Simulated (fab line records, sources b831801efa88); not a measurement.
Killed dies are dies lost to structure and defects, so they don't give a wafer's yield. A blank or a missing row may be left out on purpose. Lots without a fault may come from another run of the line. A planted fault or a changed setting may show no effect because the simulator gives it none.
Which tool did it? | flow sfq_line | 13 lots, 39 wafers sampled, at 4 steps of a route of 325

WHAT THE GAUGES READ, wafer by wafer
SFQ_M8_BOW_MEAS_951.
lot  | measured     | on            | M8_BOW (um)
L343 | day 75 13:11 | film_metro-02 | 25 8 17
L347 | day 76 01:19 | film_metro-01 | 21 25 18
L348 | day 76 03:35 | film_metro-03 | -3 -5 -13
L349 | day 76 05:59 | film_metro-03 | 19 20 8
L350 | day 76 08:22 | film_metro-01 | 1 -1 6
L351 | day 83 03:36 | film_metro-02 | 1 2 1
L352 | day 83 07:13 | film_metro-01 | 6 10 0
L354 | day 83 10:48 | film_metro-03 | 12 7 22
L358 | day 84 03:25 | film_metro-02 | 16 15 11
L359 | day 84 09:31 | film_metro-01 | 13 10 17
L364 | day 86 10:34 | film_metro-03 | -2 3 0
L365 | day 86 11:55 | film_metro-01 | 29 28 20
L366 | day 88 09:26 | film_metro-02 | -4 -9 -9

WHICH TOOL RAN EACH LOT (tool, then ch and the chambers of the sampled wafers, then the start)
lot  | SFQ_TRILAYER_I2_CMP_CMP_064   | SFQ_TRILAYER_A5C_DEP_PECVD_142  | SFQ_TRILAYER_I7_METRO_MEASURE_185
L343 | cmp-02 ch 0,3, day 29 11:39   | pecvd-01 ch 0,1,2, day 51 01:40 | film_metro-04, day 67 21:23
L347 | cmp-02 ch 2,3, day 33 17:43   | pecvd-03 ch 1,2, day 51 07:41   | film_metro-02, day 68 03:35
L348 | cmp-01 ch 2,3, day 34 01:09   | pecvd-01 ch 0,2, day 51 08:43   | film_metro-03, day 68 06:23
L349 | cmp-02 ch 0,1,3, day 34 08:13 | pecvd-03 ch 0,1,2, day 58 06:40 | film_metro-04, day 68 08:13
L350 | cmp-02 ch 0,2,3, day 34 20:38 | pecvd-01 ch 0,1,2, day 58 07:53 | film_metro-03, day 68 15:11
L351 | cmp-02 ch 0,2,3, day 35 00:38 | pecvd-03 ch 1,2, day 64 03:37   | film_metro-03, day 79 00:16
L352 | cmp-01 ch 0,1,2, day 35 04:53 | pecvd-01 ch 0,1,2, day 64 06:37 | film_metro-04, day 79 08:11
L354 | cmp-01 ch 1,2, day 36 10:23   | pecvd-01 ch 0,2, day 64 12:37   | film_metro-03, day 79 13:59
L358 | cmp-02 ch 1,3, day 42 04:35   | pecvd-04 ch 0,1,2, day 65 00:26 | film_metro-03, day 80 09:40
L359 | cmp-02 ch 0,1, day 42 16:05   | pecvd-03 ch 1,2, day 65 01:44   | film_metro-02, day 80 11:11
L364 | cmp-01 ch 0,2,3, day 44 07:44 | pecvd-03 ch 0,1,2, day 71 01:41 | film_metro-02, day 82 12:45
L365 | cmp-01 ch 1,2,3, day 44 23:44 | pecvd-01 ch 1,2, day 71 17:17   | film_metro-04, day 82 19:59
L366 | cmp-01 ch 0,2,3, day 45 02:44 | pecvd-03 ch 1,2, day 79 15:24   | film_metro-04, day 87 22:26
- SFQ_TRILAYER_I2_CMP_CMP_064: polishes SiO2.
- SFQ_TRILAYER_A5C_DEP_PECVD_142: deposits SiO2 from SiH4/N2O, time 15.556 s, target thk 70 nm.
- SFQ_TRILAYER_I7_METRO_MEASURE_185

WHAT THE TOOLS THEMSELVES READ (means of the sampled wafers that have a number; where no wafer has one, the mark that the record gives instead)
SFQ_TRILAYER_I2_CMP_CMP_064.
lot  | tool   | head_pressure_psi (psi) | motor_current_A (A) | time_to_endpoint_s (s)
L343 | cmp-02 | 2.994                   | 8.6                 | 209
L347 | cmp-02 | 3.003                   | 9.1                 | 218
L348 | cmp-01 | 3.001                   | 11.2                | 217
L349 | cmp-02 | 2.999                   | 9.1                 | 213
L350 | cmp-02 | 2.993                   | 9.6                 | 203
L351 | cmp-02 | 3.006                   | 10.0                | 210
L352 | cmp-01 | 2.999                   | 11.0                | 221
L354 | cmp-01 | 3.008                   | 11.3                | 219
L358 | cmp-02 | 3.006                   | 9.2                 | 216
L359 | cmp-02 | 2.597                   | 8.9                 | 253
L364 | cmp-01 | 2.998                   | 10.5                | 210
L365 | cmp-01 | 2.997                   | 11.4                | 213
L366 | cmp-01 | 2.998                   | 10.8                | 214

SFQ_TRILAYER_A5C_DEP_PECVD_142.
lot  | tool     | heater_power_w (W) | throttle_valve_pct (%)
L343 | pecvd-01 | 90                 | 23.6
L347 | pecvd-03 | 90                 | 24.7
L348 | pecvd-01 | 78                 | 23.5
L349 | pecvd-03 | 77                 | 23.4
L350 | pecvd-01 | 95                 | 24.0
L351 | pecvd-03 | 87                 | 23.5
L352 | pecvd-01 | 89                 | 24.4
L354 | pecvd-01 | 65                 | 24.5
L358 | pecvd-04 | 78                 | 25.6
L359 | pecvd-03 | 84                 | 23.5
L364 | pecvd-03 | 78                 | 24.1
L365 | pecvd-01 | 99                 | 26.2
L366 | pecvd-03 | 89                 | 24.6

SFQ_TRILAYER_I7_METRO_MEASURE_185.
lot  | tool          | thk_nm (nm)
L343 | film_metro-04 | 201.4
L347 | film_metro-02 | 200.6
L348 | film_metro-03 | 198.7
L349 | film_metro-04 | 198.5
L350 | film_metro-03 | 201.2
L351 | film_metro-03 | 198.9
L352 | film_metro-04 | 199.4
L354 | film_metro-03 | 199.4
L358 | film_metro-03 | 199.3
L359 | film_metro-02 | 200.2
L364 | film_metro-02 | 199.9
L365 | film_metro-04 | 199.5
L366 | film_metro-04 | 200.3

THE ANSWER, worked out from the rows above alone
Rule: what is usual is taken from the lots themselves. Put in order of their means at a reading, lots are off if they are a third of the lots or fewer, leave a main group of 4 or more, and stand apart from it by a gap of 3 or more times the standard deviation of the main group's means; of several such gaps the widest counts. A main group whose means are all the same, to the digits that the tables above print for the reading, isn't used. A lot without any number at a reading at which 4 lots or more have one is off too. The other lots that the step has rows for count as sound. The gauges are gone through in route order, then the tools' own readings, and for those a lot's mean is taken as printed above. The first step at which some lot is off is used, and at that step the reading that is off furthest; a lot without a number counts as furthest.
Off: L359, at SFQ_TRILAYER_I2_CMP_CMP_064 (head_pressure_psi). The main group: mean 3.000 psi, standard deviation 0.0046.
A tool fits if, at that step or a process step before it, it ran every lot that is off, and no sound lot after the first of them. One fits: cmp-02 at SFQ_TRILAYER_I2_CMP_CMP_064. Its last sound lot is L358 (day 42 04:35), its first lot that is off L359 (day 42 16:05): a fault that began between those two fits.
The tool's own readings at SFQ_TRILAYER_I2_CMP_CMP_064 bear it out: on the lots that are off they differ by more than 5 times the standard deviation of the sound lots' means. head_pressure_psi reads 2.597 psi there against 3.000 psi on the sound lots; time_to_endpoint_s reads 253 s there against 214 s on the sound lots.

WHAT THE SIMULATOR HAD PUT IN
Process parameter drift: cmp-02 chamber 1, from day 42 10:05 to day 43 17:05, at SFQ_TRILAYER_I2_CMP_CMP_064. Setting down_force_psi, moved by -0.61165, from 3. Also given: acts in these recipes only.
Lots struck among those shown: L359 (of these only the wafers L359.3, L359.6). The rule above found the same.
